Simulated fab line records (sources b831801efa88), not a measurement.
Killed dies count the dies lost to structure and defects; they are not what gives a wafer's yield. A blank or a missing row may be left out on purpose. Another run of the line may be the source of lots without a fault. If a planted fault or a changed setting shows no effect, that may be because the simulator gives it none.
A struck lot beside a sound one    flow sky130    19 out of 708 route steps
Sound: wafers L593.1, L593.2, L593.5. The struck wafers were L595.3, L595.4, L595.5. The cause is given at the end.
At each step with rows: each side's tool, then ch and its chambers, then its first start. Under that, the readings that differ: sound wafers    struck wafers    difference of the means    sigmas: that difference in standard deviations of wafers without a fault.
alike: a reading whose means differ by less than 2 such deviations, as well as words and numbers matching on both sides. not compared: withheld readings; readings where some wafer has no value; bounds like >300 that might hide an equal value; numbers whose values overlap and for which the record gives no deviation.
A row with sigmas, a row that says differs or no value, or rows on one side alone: a step with any of these is where the two part. When numbers do not overlap yet have no deviation, they are printed without sigmas and do not part them. A reading that every wafer of one side lacks parts them only if that side has two wafers or more.

first, 3 steps without rows for these wafers: SKY_VT_ADJUST_NCORE_EXPOSE_04 (exposes mask LVTN COMPLEMENT THIN, target cd 380 nm); SKY_VT_ADJUST_NCORE_PEB_05; SKY_VT_ADJUST_NCORE_DEVELOP_06 (develop time 60 s).
SKY_VT_ADJUST_NCORE_CD_MEAS_07: target cd 380 nm.
  sound: cdSem-01 at day 10 16:42; struck: cdSem-01 at day 11 07:17
  alike: cdNm
SKY_VT_ADJUST_NCORE_OVL_MEAS_08:
  sound: overlay-02 at day 10 16:49; struck: overlay-02 at day 11 07:23
  alike: VT_ADJUST_NCORE_OVL
next, for these wafers, 1 step has no rows: SKY_VT_ADJUST_NCORE_IMPLANT_09.
SKY_VT_ADJUST_NCORE_STRIP_10: strips in O2/N2.
  sound on plasmaAsher-03 ch 0,1, day 10 17:01; struck on plasmaAsher-03 ch 0,1, day 11 07:35
reading                   sound              struck             difference  sigmas
stripTimeToEndpointS (s)  14.08 14.09 14.08  14.13 14.15 14.16  +0.06       +2
  alike: drypumpMotorCurrentA, oesProductAu
  not compared: rfHoursCounterH
SKY_VT_ADJUST_NCORE_TW_MEAS_11:
  sound: filmMetro-01 at day 10 17:07; struck: filmMetro-01 at day 11 07:41
  alike: VT_ADJUST_NCORE_TW
then, 4 steps without rows for these wafers: SKY_VT_ADJUST_HVTR_DEHYDRATE_00 (time 60 s); SKY_VT_ADJUST_HVTR_HMDS_01 (prime time 60 s); SKY_VT_ADJUST_HVTR_COAT_02 (resist thk 1140 nm); SKY_VT_ADJUST_HVTR_SOFTBAKE_03 (time 60 s).
SKY_VT_ADJUST_HVTR_EXPOSE_04: exposes mask HVTRM, target cd 380 nm.
  sound on ilineStepper-01 ch 0, day 11 04:17; struck on ilineStepper-02 ch 0, day 11 18:48
reading                               sound                    struck                difference  sigmas
model.VT_ADJUST_HVTR.overlayXNm (nm)  -0.5885 -0.5885 -0.5885  -148.7 -148.7 -148.7  -148.1      
  alike: mask
then, 2 steps without rows for these wafers: SKY_VT_ADJUST_HVTR_PEB_05; SKY_VT_ADJUST_HVTR_DEVELOP_06 (develop time 60 s).
SKY_VT_ADJUST_HVTR_CD_MEAS_07: target cd 380 nm.
  sound: cdSem-02 at day 11 15:49; struck: cdSem-01 at day 12 06:30
  alike: cdNm
SKY_VT_ADJUST_HVTR_OVL_MEAS_08:
  sound: overlay-01 at day 11 15:56; struck: overlay-01 at day 12 06:35
reading                  sound          struck                difference  sigmas
VT_ADJUST_HVTR_OVL (nm)  -3.1 -2.5 0.2  -149.2 -150.3 -149.7  -147.9      -99
next, for these wafers, 1 step has no rows: SKY_VT_ADJUST_HVTR_IMPLANT_09.
-- a jump in the record: the struck wafers' starts before and after are 36 days apart (it breaks off in module VT_ADJUST_HVTR and resumes in module PAD_OPEN, where the first step shown is number 708 of the route) --
SKY_PAD_OPEN_PROBE_99:
  sound: prober-01 at day 47 14:47; struck: prober-01 at day 48 04:29
reading                                sound                    struck                   difference  sigmas
model.etest.pfet_01v8_mvt.driveUaUm    152.7 151.5 152.5        143.8 143.3 146.6        -7.7        
model.etest.pfet_01v8_mvt.offLog10AUm  -10.8 -10.8 -10.68       -11.53 -11.73 -11.35     -0.78       
model.etest.pfet_01v8_mvt.vtSatV (V)   -0.5649 -0.5711 -0.5675  -0.6685 -0.6788 -0.6671  -0.1036     
model.etest.pfet_01v8_mvt.vtV (V)      -0.6546 -0.6575 -0.6546  -0.7468 -0.7553 -0.7458  -0.0937     
  alike: killed_at_M0_to_M3, killed_at_M4_up, killedAtContacts, killedAtFrontEnd, killedAtOther, killedDies, killedOnRim, killedOpen, killedShort

WHERE THEY PART
Earliest at SKY_VT_ADJUST_NCORE_STRIP_10; latest, in this record, at SKY_VT_ADJUST_HVTR_OVL_MEAS_08. Later steps at which nothing parts them and some readings are alike: SKY_PAD_OPEN_PROBE_99.

WHY: the cause the simulator had injected
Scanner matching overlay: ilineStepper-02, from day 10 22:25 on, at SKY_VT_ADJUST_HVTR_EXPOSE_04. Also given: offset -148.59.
